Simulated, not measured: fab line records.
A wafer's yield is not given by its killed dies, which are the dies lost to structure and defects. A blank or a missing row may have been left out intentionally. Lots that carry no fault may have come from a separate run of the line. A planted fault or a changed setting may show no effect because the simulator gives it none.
fab line records || flow gf180mcu || part 2 of 2: steps 34 to 45 of 45
record {"lots": 5, "wafers": 15, "lastDay": 34}
route steps=602 shown STI@17 DNWELL@32 NWELL@42 LVPWELL@54
lots that met no fault: from a run of the same line without faults
startH: hours from the record's first day to the start of the lot's first wafer shown || waitH: time in hours since the lot's previous step || " the same as in the row above || L1.1+2: one row covering several wafers at once || - either no value or no given start || * or withheld: withheld || < > ~ a bound
route shown NAME@n: names a module that has steps shown in the file, with the first one's number in the route || usual: mean and standard deviation over wafers with no fault || same: alike in all rows || chamber/n: place in a boat || sites: readings site by site || _std_site: standard deviation of those values || _edge_site: the outer-site mean with the inner-site mean subtracted || radiusMm: for every site, how far away it sits from the centre of the wafer || mask NAME#n: copy n || behind: the last tool/chamber to shape the wafer || hold: what put the lot on hold/how long, in hours/how the hold closed || device: transistor that didn't switch, given as n, p or np || end of line: the tests these same wafers got at the end of their route || a step given without rows: its recipe and nothing more || killed: dies that structure and defects cost at the first sort, which is not the same as the wafer's yield || map: the dies of a wafer, with x for killed, . for not killed, _ for no die there
set.NAME: the setting that was run; set.NAME@STEP: the one run at that earlier step || model.NAME: the simulator's own value behind a step, which no gauge read
lots at some steps of the route; a table a step, a row a wafer
services: a tool's chamber out of use, with start hour (startH, from the record's first day; less than 0 if before it), hours out, and reason
## steps
# step GF_NWELL_IMPLANT_08
# recipe {"species": "P", "energyKev": 450, "doseCm2": 1.5e+13, "tiltDeg": 0}
# usual {"doseIonsCm2": "1.5003e+13/1.6e+10"}
{"lot.wafer": "L076.3", "tool": "implanter-03", "chamber": 0, "startH": 65.71, "waitH": 0.1, "doseIonsCm2": 1.5003e+13}
{"lot.wafer": "L076.5", "tool": "implanter-03", "chamber": 0, "startH": 65.71, "waitH": 0.1, "doseIonsCm2": 1.4996e+13}
{"lot.wafer": "L076.6", "tool": "implanter-03", "chamber": 0, "startH": 65.71, "waitH": 0.1, "doseIonsCm2": 1.5008e+13}
{"lot.wafer": "L078.1", "tool": "implanter-03", "chamber": 0, "startH": 76.88, "waitH": 0.0, "doseIonsCm2": 1.502e+13}
{"lot.wafer": "L078.3", "tool": "implanter-03", "chamber": 0, "startH": 76.88, "waitH": 0.0, "doseIonsCm2": 1.501e+13}
{"lot.wafer": "L078.4", "tool": "implanter-03", "chamber": 0, "startH": 76.88, "waitH": 0.0, "doseIonsCm2": 1.5016e+13}
{"lot.wafer": "L080.1", "tool": "implanter-04", "chamber": 0, "startH": 89.16, "waitH": 0.0, "doseIonsCm2": 1.501e+13}
{"lot.wafer": "L080.5", "tool": "implanter-04", "chamber": 0, "startH": 89.16, "waitH": 0.0, "doseIonsCm2": 1.5036e+13}
{"lot.wafer": "L080.6", "tool": "implanter-04", "chamber": 0, "startH": 89.16, "waitH": 0.0, "doseIonsCm2": 1.4997e+13}
{"lot.wafer": "L083.1", "tool": "implanter-02", "chamber": 0, "startH": 105.03, "waitH": 0.0, "doseIonsCm2": 1.5017e+13}
{"lot.wafer": "L083.2", "tool": "implanter-02", "chamber": 0, "startH": 105.03, "waitH": 0.0, "doseIonsCm2": 1.4975e+13}
{"lot.wafer": "L083.4", "tool": "implanter-02", "chamber": 0, "startH": 105.03, "waitH": 0.0, "doseIonsCm2": 1.4995e+13}
{"lot.wafer": "L095.1", "tool": "implanter-04", "chamber": 0, "startH": 169.10, "waitH": 0.0, "doseIonsCm2": 1.4988e+13}
{"lot.wafer": "L095.4", "tool": "implanter-04", "chamber": 0, "startH": 169.10, "waitH": 0.0, "doseIonsCm2": 1.4997e+13}
{"lot.wafer": "L095.5", "tool": "implanter-04", "chamber": 0, "startH": 169.10, "waitH": 0.0, "doseIonsCm2": 1.4994e+13}
# step GF_NWELL_IMPLANT_09
# recipe {"species": "P", "energyKev": 160, "doseCm2": 4e+12, "tiltDeg": 0}
# usual {"doseIonsCm2": "4.001e+12/4.2e+09"}
{"lot.wafer": "L076.3", "tool": "implanter-03", "chamber": 0, "startH": 65.86, "waitH": 0.1, "doseIonsCm2": 4.004e+12}
{"lot.wafer": "L076.5", "tool": "implanter-03", "chamber": 0, "startH": 65.86, "waitH": 0.1, "doseIonsCm2": 4.008e+12}
{"lot.wafer": "L076.6", "tool": "implanter-03", "chamber": 0, "startH": 65.86, "waitH": 0.1, "doseIonsCm2": 3.998e+12}
{"lot.wafer": "L078.1", "tool": "implanter-03", "chamber": 0, "startH": 77.03, "waitH": 0.1, "doseIonsCm2": 3.995e+12}
{"lot.wafer": "L078.3", "tool": "implanter-03", "chamber": 0, "startH": 77.03, "waitH": 0.1, "doseIonsCm2": 3.996e+12}
{"lot.wafer": "L078.4", "tool": "implanter-03", "chamber": 0, "startH": 77.03, "waitH": 0.1, "doseIonsCm2": 3.997e+12}
{"lot.wafer": "L080.1", "tool": "implanter-04", "chamber": 0, "startH": 89.31, "waitH": 0.1, "doseIonsCm2": 4e+12}
{"lot.wafer": "L080.5", "tool": "implanter-04", "chamber": 0, "startH": 89.31, "waitH": 0.1, "doseIonsCm2": 3.997e+12}
{"lot.wafer": "L080.6", "tool": "implanter-04", "chamber": 0, "startH": 89.31, "waitH": 0.1, "doseIonsCm2": 4e+12}
{"lot.wafer": "L083.1", "tool": "implanter-02", "chamber": 0, "startH": 105.18, "waitH": 0.1, "doseIonsCm2": 4.001e+12}
{"lot.wafer": "L083.2", "tool": "implanter-02", "chamber": 0, "startH": 105.18, "waitH": 0.1, "doseIonsCm2": 4.003e+12}
{"lot.wafer": "L083.4", "tool": "implanter-02", "chamber": 0, "startH": 105.18, "waitH": 0.1, "doseIonsCm2": 3.997e+12}
{"lot.wafer": "L095.1", "tool": "implanter-04", "chamber": 0, "startH": 169.25, "waitH": 0.1, "doseIonsCm2": 3.994e+12}
{"lot.wafer": "L095.4", "tool": "implanter-04", "chamber": 0, "startH": 169.25, "waitH": 0.1, "doseIonsCm2": 3.996e+12}
{"lot.wafer": "L095.5", "tool": "implanter-04", "chamber": 0, "startH": 169.25, "waitH": 0.1, "doseIonsCm2": 4.001e+12}
# step GF_NWELL_STRIP_10
# recipe {"chemistry": "O2/N2", "powerW": 1400, "pressureMtorr": 1500, "platenTempC": 250, "o2FlowSccm": 3000, "n2FlowSccm": 300, "overashFraction": 0.5}
# usual {"drypumpMotorCurrentA": "5.7/0.42", "heaterPowerW": "325/16", "oesProductAu": "0.722/0.005", "stripTimeToEndpointS": "36.98/0.13"}
# same {"overashFraction": 0.5}
{"lot.wafer": "L076.3", "tool": "plasmaAsher-03", "chamber": 1, "startH": 65.99, "waitH": 0.1, "drypumpMotorCurrentA": 6.0, "heaterPowerW": 326, "oesProductAu": 0.729, "rfHoursCounterH": "-", "stripTimeToEndpointS": 37.20}
{"lot.wafer": "L076.5", "tool": "plasmaAsher-03", "chamber": 0, "startH": 65.99, "waitH": 0.1, "drypumpMotorCurrentA": 4.9, "heaterPowerW": 309, "oesProductAu": 0.728, "rfHoursCounterH": "-", "stripTimeToEndpointS": 37.17}
{"lot.wafer": "L076.6", "tool": "plasmaAsher-03", "chamber": 1, "startH": 65.99, "waitH": 0.1, "drypumpMotorCurrentA": 6.0, "heaterPowerW": 325, "oesProductAu": 0.717, "rfHoursCounterH": "-", "stripTimeToEndpointS": 37.16}
{"lot.wafer": "L078.1", "tool": "plasmaAsher-01", "chamber": 0, "startH": 77.18, "waitH": 0.1, "drypumpMotorCurrentA": 5.8, "heaterPowerW": 314, "oesProductAu": 0.715, "rfHoursCounterH": 46, "stripTimeToEndpointS": 36.97}
{"lot.wafer": "L078.3", "tool": "plasmaAsher-01", "chamber": 0, "startH": 77.18, "waitH": 0.1, "drypumpMotorCurrentA": 5.8, "heaterPowerW": 314, "oesProductAu": 0.718, "rfHoursCounterH": "-", "stripTimeToEndpointS": 36.93}
{"lot.wafer": "L078.4", "tool": "plasmaAsher-01", "chamber": 1, "startH": 77.18, "waitH": 0.1, "drypumpMotorCurrentA": 5.9, "heaterPowerW": 357, "oesProductAu": 0.722, "rfHoursCounterH": "-", "stripTimeToEndpointS": 36.98}
{"lot.wafer": "L080.1", "tool": "plasmaAsher-01", "chamber": 0, "startH": 89.46, "waitH": 0.1, "drypumpMotorCurrentA": 5.8, "heaterPowerW": 320, "oesProductAu": 0.731, "rfHoursCounterH": 48, "stripTimeToEndpointS": 36.98}
{"lot.wafer": "L080.5", "tool": "plasmaAsher-01", "chamber": 0, "startH": 89.46, "waitH": 0.1, "drypumpMotorCurrentA": 5.8, "heaterPowerW": 316, "oesProductAu": 0.730, "rfHoursCounterH": "-", "stripTimeToEndpointS": 37.00}
{"lot.wafer": "L080.6", "tool": "plasmaAsher-01", "chamber": 1, "startH": 89.46, "waitH": 0.1, "drypumpMotorCurrentA": 5.9, "heaterPowerW": 351, "oesProductAu": 0.721, "rfHoursCounterH": "-", "stripTimeToEndpointS": 37.02}
{"lot.wafer": "L083.1", "tool": "plasmaAsher-02", "chamber": 1, "startH": 105.33, "waitH": 0.1, "drypumpMotorCurrentA": 5.5, "heaterPowerW": 337, "oesProductAu": 0.724, "rfHoursCounterH": 31, "stripTimeToEndpointS": 36.86}
{"lot.wafer": "L083.2", "tool": "plasmaAsher-02", "chamber": 0, "startH": 105.33, "waitH": 0.1, "drypumpMotorCurrentA": 6.1, "heaterPowerW": 312, "oesProductAu": 0.712, "rfHoursCounterH": 31, "stripTimeToEndpointS": 36.97}
{"lot.wafer": "L083.4", "tool": "plasmaAsher-02", "chamber": 0, "startH": 105.33, "waitH": 0.1, "drypumpMotorCurrentA": 6.0, "heaterPowerW": 304, "oesProductAu": 0.715, "rfHoursCounterH": "-", "stripTimeToEndpointS": 36.92}
{"lot.wafer": "L095.1", "tool": "plasmaAsher-02", "chamber": 1, "startH": 169.40, "waitH": 0.1, "drypumpMotorCurrentA": 5.5, "heaterPowerW": 348, "oesProductAu": 0.726, "rfHoursCounterH": 37, "stripTimeToEndpointS": 36.85}
{"lot.wafer": "L095.4", "tool": "plasmaAsher-02", "chamber": 1, "startH": 169.40, "waitH": 0.1, "drypumpMotorCurrentA": 5.5, "heaterPowerW": 350, "oesProductAu": 0.724, "rfHoursCounterH": "-", "stripTimeToEndpointS": 36.63}
{"lot.wafer": "L095.5", "tool": "plasmaAsher-02", "chamber": 0, "startH": 169.40, "waitH": 0.1, "drypumpMotorCurrentA": 6.1, "heaterPowerW": 303, "oesProductAu": 0.716, "rfHoursCounterH": "-", "stripTimeToEndpointS": 36.69}
# step GF_NWELL_TW_MEAS_11
# usual {"NWELL_TW": "1570/15"}
{"lot.wafer": "L076.3", "tool": "filmMetro-02", "chamber": "-", "startH": 66.14, "waitH": 0.1, "NWELL_TW": 1574}
{"lot.wafer": "L076.5", "tool": "filmMetro-02", "chamber": "-", "startH": 66.14, "waitH": 0.1, "NWELL_TW": 1574}
{"lot.wafer": "L076.6", "tool": "filmMetro-02", "chamber": "-", "startH": 66.14, "waitH": 0.1, "NWELL_TW": 1571}
{"lot.wafer": "L078.1", "tool": "filmMetro-02", "chamber": "-", "startH": 77.28, "waitH": 0.1, "NWELL_TW": 1580}
{"lot.wafer": "L078.3", "tool": "filmMetro-02", "chamber": "-", "startH": 77.28, "waitH": 0.1, "NWELL_TW": 1585}
{"lot.wafer": "L078.4", "tool": "filmMetro-02", "chamber": "-", "startH": 77.28, "waitH": 0.1, "NWELL_TW": 1579}
{"lot.wafer": "L080.1", "tool": "filmMetro-02", "chamber": "-", "startH": 89.56, "waitH": 0.1, "NWELL_TW": 1587}
{"lot.wafer": "L080.5", "tool": "filmMetro-02", "chamber": "-", "startH": 89.56, "waitH": 0.1, "NWELL_TW": 1579}
{"lot.wafer": "L080.6", "tool": "filmMetro-02", "chamber": "-", "startH": 89.56, "waitH": 0.1, "NWELL_TW": 1583}
{"lot.wafer": "L083.1", "tool": "filmMetro-02", "chamber": "-", "startH": 105.44, "waitH": 0.1, "NWELL_TW": 1590}
{"lot.wafer": "L083.2", "tool": "filmMetro-02", "chamber": "-", "startH": 105.44, "waitH": 0.1, "NWELL_TW": 1582}
{"lot.wafer": "L083.4", "tool": "filmMetro-02", "chamber": "-", "startH": 105.44, "waitH": 0.1, "NWELL_TW": 1582}
{"lot.wafer": "L095.1", "tool": "filmMetro-02", "chamber": "-", "startH": 169.50, "waitH": 0.1, "NWELL_TW": 1590}
{"lot.wafer": "L095.4", "tool": "filmMetro-02", "chamber": "-", "startH": 169.50, "waitH": 0.1, "NWELL_TW": 1578}
{"lot.wafer": "L095.5", "tool": "filmMetro-02", "chamber": "-", "startH": 169.50, "waitH": 0.1, "NWELL_TW": 1582}
# step GF_LVPWELL_DEHYDRATE_00
# recipe {"tempC": 200, "timeS": 60}
{"lot.wafer": "L076.3+5+6", "tool": "lithoTrack-03", "chamber": 0, "startH": 71.89, "waitH": 5.7}
{"lot.wafer": "L078.1+3+4", "tool": "lithoTrack-01", "chamber": 0, "startH": 83.32, "waitH": 6.0}
{"lot.wafer": "L080.1+5+6", "tool": "lithoTrack-01", "chamber": 0, "startH": 95.97, "waitH": 6.4}
{"lot.wafer": "L083.1+2+4", "tool": "lithoTrack-03", "chamber": 0, "startH": 111.94, "waitH": 6.5}
{"lot.wafer": "L095.1+4+5", "tool": "lithoTrack-03", "chamber": 0, "startH": 177.59, "waitH": 8.1}
# step GF_LVPWELL_HMDS_01
# recipe {"primeTimeS": 60, "primeTempC": 120}
# usual {"primeTempC": "120.00/0.14"}
{"lot.wafer": "L076.3", "tool": "lithoTrack-03", "chamber": 0, "startH": 72.04, "waitH": 0.1, "primeTempC": 119.98}
{"lot.wafer": "L076.5", "tool": "lithoTrack-03", "chamber": 0, "startH": 72.04, "waitH": 0.1, "primeTempC": 119.81}
{"lot.wafer": "L076.6", "tool": "lithoTrack-03", "chamber": 0, "startH": 72.04, "waitH": 0.1, "primeTempC": 119.82}
{"lot.wafer": "L078.1", "tool": "lithoTrack-01", "chamber": 0, "startH": 83.47, "waitH": 0.1, "primeTempC": 119.99}
{"lot.wafer": "L078.3", "tool": "lithoTrack-01", "chamber": 0, "startH": 83.47, "waitH": 0.1, "primeTempC": 120.11}
{"lot.wafer": "L078.4", "tool": "lithoTrack-01", "chamber": 0, "startH": 83.47, "waitH": 0.1, "primeTempC": 120.03}
{"lot.wafer": "L080.1", "tool": "lithoTrack-01", "chamber": 0, "startH": 96.12, "waitH": 0.1, "primeTempC": 120.01}
{"lot.wafer": "L080.5", "tool": "lithoTrack-01", "chamber": 0, "startH": 96.12, "waitH": 0.1, "primeTempC": 120.15}
{"lot.wafer": "L080.6", "tool": "lithoTrack-01", "chamber": 0, "startH": 96.12, "waitH": 0.1, "primeTempC": 120.17}
{"lot.wafer": "L083.1", "tool": "lithoTrack-03", "chamber": 0, "startH": 112.09, "waitH": 0.1, "primeTempC": 120.07}
{"lot.wafer": "L083.2", "tool": "lithoTrack-03", "chamber": 0, "startH": 112.09, "waitH": 0.1, "primeTempC": 120.07}
{"lot.wafer": "L083.4", "tool": "lithoTrack-03", "chamber": 0, "startH": 112.09, "waitH": 0.1, "primeTempC": 120.12}
{"lot.wafer": "L095.1", "tool": "lithoTrack-03", "chamber": 0, "startH": 177.74, "waitH": 0.1, "primeTempC": 120.24}
{"lot.wafer": "L095.4", "tool": "lithoTrack-03", "chamber": 0, "startH": 177.74, "waitH": 0.1, "primeTempC": 119.97}
{"lot.wafer": "L095.5", "tool": "lithoTrack-03", "chamber": 0, "startH": 177.74, "waitH": 0.1, "primeTempC": 119.98}
# step GF_LVPWELL_COAT_02
# recipe {"spinRpm": 2000, "resistThkNm": 3000}
{"lot.wafer": "L076.3+5+6", "tool": "lithoTrack-03", "chamber": 0, "startH": 72.19, "waitH": 0.1}
{"lot.wafer": "L078.1+3+4", "tool": "lithoTrack-01", "chamber": 0, "startH": 83.62, "waitH": 0.1}
{"lot.wafer": "L080.1+5+6", "tool": "lithoTrack-01", "chamber": 0, "startH": 96.27, "waitH": 0.1}
{"lot.wafer": "L083.1+2+4", "tool": "lithoTrack-03", "chamber": 0, "startH": 112.24, "waitH": 0.1}
{"lot.wafer": "L095.1+4+5", "tool": "lithoTrack-03", "chamber": 0, "startH": 177.89, "waitH": 0.1}
# step GF_LVPWELL_SOFTBAKE_03
# recipe {"tempC": 110, "timeS": "withheld"}
{"lot.wafer": "L076.3+5+6", "tool": "lithoTrack-03", "chamber": 0, "startH": 72.36, "waitH": 0.1}
{"lot.wafer": "L078.1+3+4", "tool": "lithoTrack-01", "chamber": 0, "startH": 83.77, "waitH": 0.1}
{"lot.wafer": "L080.1+5+6", "tool": "lithoTrack-01", "chamber": 0, "startH": 96.42, "waitH": 0.1}
{"lot.wafer": "L083.1+2+4", "tool": "lithoTrack-03", "chamber": 0, "startH": 112.39, "waitH": 0.1}
{"lot.wafer": "L095.1+4+5", "tool": "lithoTrack-03", "chamber": 0, "startH": 178.04, "waitH": 0.1}
# step GF_LVPWELL_EXPOSE_04
# recipe {"maskId": "LVPWELL", "targetCdNm": 600, "na": 0.6, "sourceShape": "conventional", "sigmaOuter": 0.6, "doseMj": 260}
# same {"na": 0.6}
{"lot.wafer": "L076.3+5+6", "tool": "ilineStepper-02", "chamber": 0, "startH": "-", "waitH": "-", "mask": "LVPWELL#0"}
{"lot.wafer": "L078.1+3+4", "tool": "ilineStepper-01", "chamber": 0, "startH": "-", "waitH": "-", "mask": "LVPWELL#0"}
{"lot.wafer": "L080.1+5+6", "tool": "ilineStepper-02", "chamber": 0, "startH": "-", "waitH": "-", "mask": "LVPWELL#0"}
{"lot.wafer": "L083.1+2+4", "tool": "ilineStepper-02", "chamber": 0, "startH": "-", "waitH": "-", "mask": "LVPWELL#0"}
{"lot.wafer": "L095.1+4+5", "tool": "ilineStepper-01", "chamber": 0, "startH": "-", "waitH": "-", "mask": "LVPWELL#0"}
# step GF_LVPWELL_PEB_05
# recipe {"tempC": 115, "timeS": "withheld"}
{"lot.wafer": "L076.3+5+6", "tool": "lithoTrack-01", "chamber": 0, "startH": "-", "waitH": "-"}
{"lot.wafer": "L078.1+3+4", "tool": "lithoTrack-01", "chamber": 0, "startH": "-", "waitH": "-"}
{"lot.wafer": "L080.1+5+6", "tool": "lithoTrack-04", "chamber": 0, "startH": "-", "waitH": "-"}
{"lot.wafer": "L083.1+2+4", "tool": "lithoTrack-01", "chamber": 0, "startH": "-", "waitH": "-"}
{"lot.wafer": "L095.1+4+5", "tool": "lithoTrack-03", "chamber": 0, "startH": "-", "waitH": "-"}
# step GF_LVPWELL_DEVELOP_06
# recipe {"wallAngleDeg": 90, "developTimeS": 60, "devTempC": 23}
{"lot.wafer": "L076.3+5+6", "tool": "lithoTrack-01", "chamber": 0, "startH": "-", "waitH": "-"}
{"lot.wafer": "L078.1+3+4", "tool": "lithoTrack-01", "chamber": 0, "startH": "-", "waitH": "-"}
{"lot.wafer": "L080.1+5+6", "tool": "lithoTrack-04", "chamber": 0, "startH": "-", "waitH": "-"}
{"lot.wafer": "L083.1+2+4", "tool": "lithoTrack-01", "chamber": 0, "startH": "-", "waitH": "-"}
{"lot.wafer": "L095.1+4+5", "tool": "lithoTrack-03", "chamber": 0, "startH": "-", "waitH": "-"}
# step GF_LVPWELL_OVL_MEAS_07
# usual {"LVPWELL_OVL": "0.3/1.2"}
{"lot.wafer": "L076.3", "tool": "overlay-02", "chamber": "-", "startH": 79.53, "waitH": "-", "LVPWELL_OVL[nm]": -0.1}
{"lot.wafer": "L076.5", "tool": "overlay-02", "chamber": "-", "startH": 79.53, "waitH": "-", "LVPWELL_OVL[nm]": -2.6}
{"lot.wafer": "L076.6", "tool": "overlay-02", "chamber": "-", "startH": 79.53, "waitH": "-", "LVPWELL_OVL[nm]": -1.7}
{"lot.wafer": "L078.1", "tool": "overlay-02", "chamber": "-", "startH": 90.67, "waitH": "-", "LVPWELL_OVL[nm]": 1.8}
{"lot.wafer": "L078.3", "tool": "overlay-02", "chamber": "-", "startH": 90.67, "waitH": "-", "LVPWELL_OVL[nm]": 0.9}
{"lot.wafer": "L078.4", "tool": "overlay-02", "chamber": "-", "startH": 90.67, "waitH": "-", "LVPWELL_OVL[nm]": 1.8}
{"lot.wafer": "L080.1", "tool": "overlay-01", "chamber": "-", "startH": 103.59, "waitH": "-", "LVPWELL_OVL[nm]": -0.9}
{"lot.wafer": "L080.5", "tool": "overlay-01", "chamber": "-", "startH": 103.59, "waitH": "-", "LVPWELL_OVL[nm]": -0.6}
{"lot.wafer": "L080.6", "tool": "overlay-01", "chamber": "-", "startH": 103.59, "waitH": "-", "LVPWELL_OVL[nm]": -1.6}
{"lot.wafer": "L083.1", "tool": "overlay-02", "chamber": "-", "startH": 119.82, "waitH": "-", "LVPWELL_OVL[nm]": 0.6}
{"lot.wafer": "L083.2", "tool": "overlay-02", "chamber": "-", "startH": 119.82, "waitH": "-", "LVPWELL_OVL[nm]": 0.9}
{"lot.wafer": "L083.4", "tool": "overlay-02", "chamber": "-", "startH": 119.82, "waitH": "-", "LVPWELL_OVL[nm]": -0.3}
{"lot.wafer": "L095.1", "tool": "overlay-01", "chamber": "-", "startH": 185.59, "waitH": "-", "LVPWELL_OVL[nm]": 0.6}
{"lot.wafer": "L095.4", "tool": "overlay-01", "chamber": "-", "startH": 185.59, "waitH": "-", "LVPWELL_OVL[nm]": 2.1}
{"lot.wafer": "L095.5", "tool": "overlay-01", "chamber": "-", "startH": 185.59, "waitH": "-", "LVPWELL_OVL[nm]": 1.3}
## services
{"tool": "cmp-02", "chamber": "-", "startH": 19.12, "hours": 1.5, "kind": "repair"}
{"tool": "cmp-01", "chamber": "-", "startH": 21.84, "hours": 0.3, "kind": "repair"}
{"tool": "furnace-01", "chamber": "-", "startH": 22.92, "hours": 3.3, "kind": "pm"}
{"tool": "ilineStepper-02", "chamber": "-", "startH": 39.39, "hours": 1.7, "kind": "pm"}
{"tool": "implanter-02", "chamber": "-", "startH": 40.52, "hours": 14.1, "kind": "repair"}
{"tool": "implanter-02", "chamber": "-", "startH": 44.46, "hours": 3.1, "kind": "repair"}
{"tool": "implanter-04", "chamber": "-", "startH": 49.11, "hours": 2.1, "kind": "repair"}
{"tool": "wetBench-04", "chamber": "-", "startH": 52.78, "hours": 1.6, "kind": "repair"}
{"tool": "furnace-02", "chamber": "-", "startH": 56.75, "hours": 3.8, "kind": "pm"}
{"tool": "cmp-02", "chamber": "-", "startH": 63.93, "hours": 2.5, "kind": "repair"}
{"tool": "cmp-02", "chamber": "-", "startH": 66.41, "hours": 4.0, "kind": "pm"}
{"tool": "hdpcvd-01", "chamber": 0, "startH": 68.42, "hours": 10.0, "kind": "repair"}
{"tool": "ilineStepper-01", "chamber": "-", "startH": 72.50, "hours": 0.8, "kind": "repair"}
{"tool": "hdpcvd-01", "chamber": "-", "startH": 81.78, "hours": 1.6, "kind": "repair"}
{"tool": "furnace-01", "chamber": "-", "startH": 91.69, "hours": 4.8, "kind": "pm"}
{"tool": "implanter-02", "chamber": "-", "startH": 93.83, "hours": 2.1, "kind": "repair"}
{"tool": "plasmaAsher-01", "chamber": "-", "startH": 108.75, "hours": 9.0, "kind": "pm"}
{"tool": "implanter-02", "chamber": "-", "startH": 125.07, "hours": 2.2, "kind": "repair"}
{"tool": "plasmaAsher-01", "chamber": "-", "startH": 133.84, "hours": 2.8, "kind": "pm"}
{"tool": "ilineStepper-01", "chamber": "-", "startH": 134.55, "hours": 4.4, "kind": "pm"}
{"tool": "ilineStepper-01", "chamber": "-", "startH": 139.67, "hours": 0.7, "kind": "repair"}
{"tool": "ilineStepper-01", "chamber": "-", "startH": 142.38, "hours": 1.7, "kind": "pm"}
{"tool": "ilineStepper-01", "chamber": "-", "startH": 162.41, "hours": 3.0, "kind": "repair"}
{"tool": "furnace-02", "chamber": "-", "startH": 167.19, "hours": 6.4, "kind": "pm"}
